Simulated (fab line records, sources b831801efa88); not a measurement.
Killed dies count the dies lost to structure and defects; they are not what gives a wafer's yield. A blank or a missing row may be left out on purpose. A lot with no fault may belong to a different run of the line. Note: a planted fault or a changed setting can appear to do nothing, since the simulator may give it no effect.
Which of the tools did it?	flow gf180mcu	72 wafers from 24 lots sampled at 6 of the route's 602 steps

WHAT THE GAUGES SHOWED, per wafer
GF_HV_LDD_CD_MEAS_19: target cd 400 nm.
lot	measured	on	cd-nm (nm)
L074	day 11 00:50	cd-sem-01	399.8 395.9 400.6
L075	day 11 05:22	cd-sem-02	400.9 402.0 400.5
L076	day 11 12:40	cd-sem-01	397.3 399.2 396.2
L077	day 12 04:09	cd-sem-01	400.8 399.2 399.5
L078	day 12 11:09	cd-sem-01	399.5 402.0 400.9
L079	day 12 19:51	cd-sem-01	399.6 399.3 397.5
L080	day 13 06:27	cd-sem-01	394.8 395.3 394.8
L082	day 13 11:47	cd-sem-02	395.1 398.0 398.2
L081	day 13 12:06	cd-sem-01	397.5 398.5 397.6
L083	day 13 23:12	cd-sem-01	399.6 396.8 397.1
L084	day 14 10:26	cd-sem-01	402.2 401.8 399.4
L085	day 14 15:24	cd-sem-01	406.2 405.6 405.3
L086	day 14 23:03	cd-sem-01	401.5 401.6 400.2
L087	day 15 06:16	cd-sem-01	397.3 398.4 397.6
L088	day 15 15:16	cd-sem-01	401.6 398.4 402.0
L089	day 15 21:56	cd-sem-01	399.6 402.3 399.9
L090	day 16 04:11	cd-sem-01	397.1 398.4 399.2
L091	day 16 15:33	cd-sem-01	397.7 398.6 398.9
L092	day 16 23:00	cd-sem-01	396.5 395.2 395.5
L093	day 17 07:35	cd-sem-01	398.5 400.3 398.2
L094	day 17 14:49	cd-sem-02	395.7 394.6 395.2
L095	day 17 22:28	cd-sem-02	395.9 396.3 399.0
L096	day 18 05:59	cd-sem-02	398.0 397.4 396.2
L097	day 18 17:40	cd-sem-02	402.4 401.1 402.6

GF_V1_RS_MEAS_24: uses a four-point probe to measure.
lot	measured	on	V1_W_RS (ohm/sq)
L074	day 18 14:49	film-metro-04	0.323 0.315 0.327
L075	day 18 21:47	film-metro-03	0.327 0.325 0.328
L076	day 19 03:09	film-metro-02	0.320 0.323 0.323
L077	day 19 23:14	film-metro-02	0.326 0.321 0.327
L078	day 20 10:07	film-metro-03	0.317 0.322 0.324
L079	day 20 21:59	film-metro-02	0.329 0.325 0.321
L080	day 21 06:52	film-metro-04	0.318 0.323 0.324
L082	day 21 19:42	film-metro-03	0.323 0.330 0.330
L081	day 21 19:31	film-metro-02	0.325 0.325 0.328
L083	day 22 01:28	film-metro-04	0.322 0.325 0.330
L084	day 22 18:10	film-metro-04	0.324 0.329 0.326
L085	day 22 22:49	film-metro-03	0.330 0.321 0.335
L086	day 23 07:41	film-metro-04	0.324 0.324 0.326
L087	day 23 14:44	film-metro-02	0.320 0.330 0.325
L088	day 24 00:11	film-metro-03	0.324 0.321 0.324
L089	day 24 06:25	film-metro-03	0.323 0.328 0.321
L090	day 25 01:39	film-metro-03	0.323 0.322 0.321
L091	day 25 02:34	film-metro-02	0.326 0.325 0.327
L092	day 25 06:05	film-metro-02	0.322 0.328 0.321
L093	day 25 11:25	film-metro-02	0.320 0.321 0.319
L094	day 25 23:17	film-metro-04	0.332 0.325 0.332
L095	day 26 04:43	film-metro-02	0.326 0.326 0.327
L096	day 26 23:56	film-metro-04	0.322 0.319 0.323
L097	day 27 01:34	film-metro-03	0.323 0.326 0.320

GF_V3_THK_MEAS_25: measures by xrf.
lot	measured	on	V3_W_THK (nm)
L074	day 22 20:47	film-metro-04	360 365 363
L075	day 23 03:40	film-metro-02	361 358 358
L076	day 23 10:09	film-metro-03	355 353 353
L077	day 24 03:08	film-metro-04	351 354 364
L078	day 25 02:01	film-metro-04	359 369 363
L079	day 25 03:29	film-metro-02	358 351 353
L080	day 25 07:51	film-metro-02	356 361 351
L082	day 25 22:38	film-metro-03	347 357 355
L081	day 25 19:18	film-metro-03	346 342 361
L083	day 26 00:32	film-metro-02	357 352 355
L084	day 27 00:57	film-metro-04	352 351 352
L085	day 27 01:19	film-metro-02	349 350 357
L086	day 27 07:29	film-metro-02	356 356 357
L087	day 27 09:48	film-metro-03	359 354 353
L088	day 27 20:29	film-metro-03	353 355 357
L089	day 28 03:02	film-metro-03	347 352 349
L090	day 28 18:56	film-metro-04	362 349 359
L091	day 28 20:52	film-metro-03	359 361 356
L092	day 28 22:56	film-metro-04	355 354 349
L093	day 29 03:59	film-metro-04	352 354 352
L094	day 29 14:29	film-metro-02	351 365 353
L095	day 29 19:39	film-metro-03	355 366 363
L096	day 30 12:50	film-metro-04	361 357 359
L097	day 30 15:08	film-metro-04	343 349 344

GF_PASSIVATION_THK_MEAS_01.
lot	measured	on	PASSIVATION_CVD_00_THK (nm)
L074	day 28 19:04	film-metro-01	977 995 1011
L075	day 28 21:43	film-metro-03	986 1007 1003
L076	day 29 01:46	film-metro-03	989 1002 1011
L077	day 29 19:27	film-metro-01	986 986 1009
L078	day 30 09:27	film-metro-03	999 1001 1009
L079	day 30 13:15	film-metro-01	971 992 983
L080	day 30 17:24	film-metro-03	986 997 1024
L082	day 31 04:08	film-metro-02	966 986 992
L081	day 31 01:56	film-metro-01	958 971 991
L083	day 31 05:59	film-metro-01	994 1020 1018
L084	day 32 04:25	film-metro-01	1004 985 1006
L085	day 32 05:41	film-metro-03	1001 988 1014
L086	day 32 11:18	film-metro-01	972 980 989
L087	day 32 11:23	film-metro-02	1000 1015 1014
L088	day 32 17:52	film-metro-02	973 978 987
L089	day 33 02:07	film-metro-03	1001 996 1008
L090	day 33 13:59	film-metro-03	996 999 1013
L091	day 33 16:05	film-metro-01	981 994 1001
L092	day 33 19:15	film-metro-01	975 991 999
L093	day 33 22:56	film-metro-02	988 1003 1012
L094	day 34 05:50	film-metro-03	986 1032 1009
L095	day 34 13:23	film-metro-01	1003 1014 1015
L096	day 35 00:28	film-metro-02	993 1003 1007
L097	day 35 01:32	film-metro-03	990 1021 984

EACH LOT AND THE TOOL THAT RAN IT (in order: tool; ch and the chambers of the sampled wafers; start)
lot	GF_M4_STRIP_17	GF_V4_ETCH_16
L074	plasma-asher-02 ch 0,1, day 23 20:29	rie-diel-01 ch 0,1,3, day 25 02:00
L075	plasma-asher-04 ch 0,1, day 24 03:08	rie-diel-04 ch 0,2,3, day 25 03:19
L076	plasma-asher-04 ch 0,1, day 24 07:51	rie-diel-04 ch 1,3, day 25 07:43
L077	plasma-asher-03 ch 1, day 25 02:57	rie-diel-02 ch 0,3, day 26 02:32
L078	plasma-asher-03 ch 0,1, day 26 00:23	rie-diel-01 ch 0,3, day 26 22:50
L079	plasma-asher-04 ch 0,1, day 26 02:34	rie-diel-04 ch 0,2,3, day 27 00:54
L080	plasma-asher-03 ch 0,1, day 26 06:00	rie-diel-04 ch 0,1,2, day 27 04:38
L082	plasma-asher-03 ch 0,1, day 26 20:46	rie-diel-01 ch 1,2, day 27 18:32
L081	plasma-asher-04 ch 0,1, day 26 16:49	rie-diel-02 ch 0,1, day 27 14:41
L083	plasma-asher-03 ch 0,1, day 26 22:07	rie-diel-01 ch 0,3, day 27 20:03
L084	plasma-asher-02 ch 0, day 27 22:25	rie-diel-02 ch 0,3, day 28 19:39
L085	plasma-asher-03 ch 0,1, day 27 22:40	rie-diel-01 ch 1,2,3, day 28 20:00
L086	plasma-asher-03 ch 0, day 28 04:05	rie-diel-02 ch 0,2, day 29 02:29
L087	plasma-asher-04 ch 0,1, day 28 06:20	rie-diel-01 ch 1,2,3, day 29 03:31
L088	plasma-asher-03 ch 0,1, day 28 16:41	rie-diel-02 ch 1,2,3, day 29 13:16
L089	plasma-asher-03 ch 0, day 28 23:29	rie-diel-04 ch 0,3, day 29 20:34
L090	plasma-asher-04 ch 0,1, day 29 15:26	rie-diel-04 ch 0,1, day 30 11:41
L091	plasma-asher-04 ch 0,1, day 29 17:26	rie-diel-01 ch 0,3, day 30 13:23
L092	plasma-asher-03 ch 0,1, day 29 19:58	rie-diel-04 ch 1,2,3, day 30 16:08
L093	plasma-asher-03 ch 0,1, day 29 23:53	rie-diel-02 ch 0,1,2, day 30 20:30
L094	plasma-asher-02 ch 0,1, day 30 09:43	rie-diel-04 ch 0,1,3, day 31 04:50
L095	plasma-asher-04 ch 0,1, day 30 15:17	rie-diel-04 ch 1,2,3, day 31 11:23
L096	plasma-asher-04 ch 0,1, day 31 07:58	rie-diel-01 ch 0,1,3, day 32 02:42
L097	plasma-asher-04 ch 0,1, day 31 09:56	rie-diel-01 ch 0,1,3, day 32 05:13
- GF_M4_STRIP_17: strips in O2/N2.
- GF_V4_ETCH_16: etches BARC in N2/H2.

AS READ BY THE TOOLS THEMSELVES (means over the sampled wafers that have a number; for cases with no such wafer, the mark the record gives instead)
GF_M4_STRIP_17.
lot	tool	drypump-motor-current-A (A)	heater-power-w (W)	o2-flow-sccm (sccm)	oes-product-au (a.u.)	strip-time-to-endpoint-s (s)
L074	plasma-asher-02	5.9	383	2991	0.562	7.94
L075	plasma-asher-04	5.2	360	3012	0.558	7.94
L076	plasma-asher-04	5.6	328	2989	0.558	7.86
L077	plasma-asher-03	6.6	280	2998	0.560	7.89
L078	plasma-asher-03	6.3	287	3000	0.556	7.85
L079	plasma-asher-04	5.2	362	2998	0.559	7.90
L080	plasma-asher-03	6.3	292	3001	0.557	7.88
L082	plasma-asher-03	6.3	295	2996	0.557	7.82
L081	plasma-asher-04	5.6	332	3002	0.559	7.87
L083	plasma-asher-03	6.0	304	3002	0.558	7.91
L084	plasma-asher-02	5.8	421	3008	0.554	7.86
L085	plasma-asher-03	6.3	293	3017	0.560	7.88
L086	plasma-asher-03	5.7	316	3004	0.562	7.96
L087	plasma-asher-04	5.2	360	3000	0.558	7.87
L088	plasma-asher-03	6.0	307	2999	0.554	7.86
L089	plasma-asher-03	5.8	315	2999	0.558	7.91
L090	plasma-asher-04	5.2	357	2997	0.556	7.82
L091	plasma-asher-04	5.2	358	3004	0.554	7.85
L092	plasma-asher-03	6.0	304	2998	0.557	7.86
L093	plasma-asher-03	6.0	306	2996	0.557	7.85
L094	plasma-asher-02	5.9	379	2996	0.562	7.94
L095	plasma-asher-04	5.6	330	2999	0.562	7.92
L096	plasma-asher-04	5.6	329	2999	0.555	7.85
L097	plasma-asher-04	5.6	331	3006	0.551	7.79

GF_V4_ETCH_16.
lot	tool	drypump-motor-current-A (A)	oes-product-au (a.u.)	throttle-valve-pct (%)
L074	rie-diel-01	5.8	0.859	13.229
L075	rie-diel-04	5.5	0.851	13.214
L076	rie-diel-04	5.9	0.857	13.227
L077	rie-diel-02	5.6	0.854	13.225
L078	rie-diel-01	5.7	0.853	13.217
L079	rie-diel-04	5.5	0.854	13.233
L080	rie-diel-04	5.8	0.854	13.223
L082	rie-diel-01	5.8	0.858	13.233
L081	rie-diel-02	5.8	0.848	13.223
L083	rie-diel-01	5.7	0.850	13.221
L084	rie-diel-02	5.9	0.850	13.217
L085	rie-diel-01	5.8	0.855	13.225
L086	rie-diel-02	6.0	0.856	13.216
L087	rie-diel-01	5.8	0.848	13.220
L088	rie-diel-02	5.2	0.853	13.228
L089	rie-diel-04	5.1	0.853	13.226
L090	rie-diel-04	5.9	0.856	13.219
L091	rie-diel-01	5.7	0.850	13.225
L092	rie-diel-04	6.1	0.856	13.227
L093	rie-diel-02	5.5	0.853	13.233
L094	rie-diel-04	5.6	0.856	13.223
L095	rie-diel-04	6.1	0.854	13.223
L096	rie-diel-01	5.8	0.855	13.224
L097	rie-diel-01	5.8	0.856	13.233

THE ANSWER, worked out from the rows above alone
Rule: what is usual is taken from the lots themselves. The widest of any qualifying gaps counts: lots, ordered by their means at a reading, are off when they make up no more than a third of the lots, leave a main group of 4 or more, and stand apart from it by 3 or more times the standard deviation of that group's means. A main group is skipped when, at the precision printed for the reading in the tables above, its means are all equal. A lot without any number at a reading at which 4 lots or more have one is off too. The other lots that the step has rows for count as sound. Order of review: gauges by route order, followed by the tools' own readings, for which a lot's mean as printed above is used. The first step at which some lot is off is used, and at that step the reading that is off furthest; a lot without a number counts as furthest.
Across all readings shown, no lot is off: no conclusion can be drawn from this.

WHAT WAS PUT IN BY THE SIMULATOR
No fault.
